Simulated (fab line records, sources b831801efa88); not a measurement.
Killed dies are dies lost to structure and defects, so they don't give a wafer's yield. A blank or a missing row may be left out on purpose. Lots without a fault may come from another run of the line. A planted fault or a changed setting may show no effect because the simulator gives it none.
Chamber matching | flow gf180mcu | GF_STI_ETCH_14 on rie_si-02: 4 sister chambers
The step etches Si in HBr/Cl2/O2, target depth 360 nm, time 102.9 s. 4 wafers are shown with their chamber, then 7 later ones without.

WAFERS WITH THEIR CHAMBER
wafer  | chamber | drypump_motor_current_A (A)
L396.3 | 1       | 5.8
L396.4 | 2       | 5.5
L397.1 | 0       | 6.0
L397.5 | 3       | 6.0

WAFERS WITHOUT THEIR CHAMBER
wafer  | drypump_motor_current_A (A)
L397.6 | 6.0
L398.2 | 5.5
L398.5 | 6.1
L398.6 | 6.0
L399.1 | 6.0
L399.3 | 5.6
L399.4 | 6.1

WHICH CHAMBER EACH WENT THROUGH
wafer  | from the rows above     | in truth
L397.6 | can't be placed: 0 or 3 | 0
L398.2 | 2                       | 2
L398.5 | can't be placed: 0 or 3 | 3
L398.6 | can't be placed: 0 or 3 | 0
L399.1 | can't be placed: 0 or 3 | 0
L399.3 | can't be placed: 2 or 1 | 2
L399.4 | can't be placed: 0 or 3 | 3
Placed correctly: 1 of 7. Can't be placed from these rows: 6 (the true chamber is among the candidates in 6). Placed wrongly: 0.
How it was worked out, from the rows above alone: a wafer's distance from a chamber is the root of the sum, over the readings, of the square of ((its reading less the chamber's mean) divided by the reading's scatter). The wafer belongs to the nearest chamber; if the next one is less than 2 further off, it can't be placed. A chamber's mean is the mean of its shown wafers. The scatter: with one shown wafer a chamber, the root of the mean of the squares of how far each hidden wafer lies from its nearest shown one.
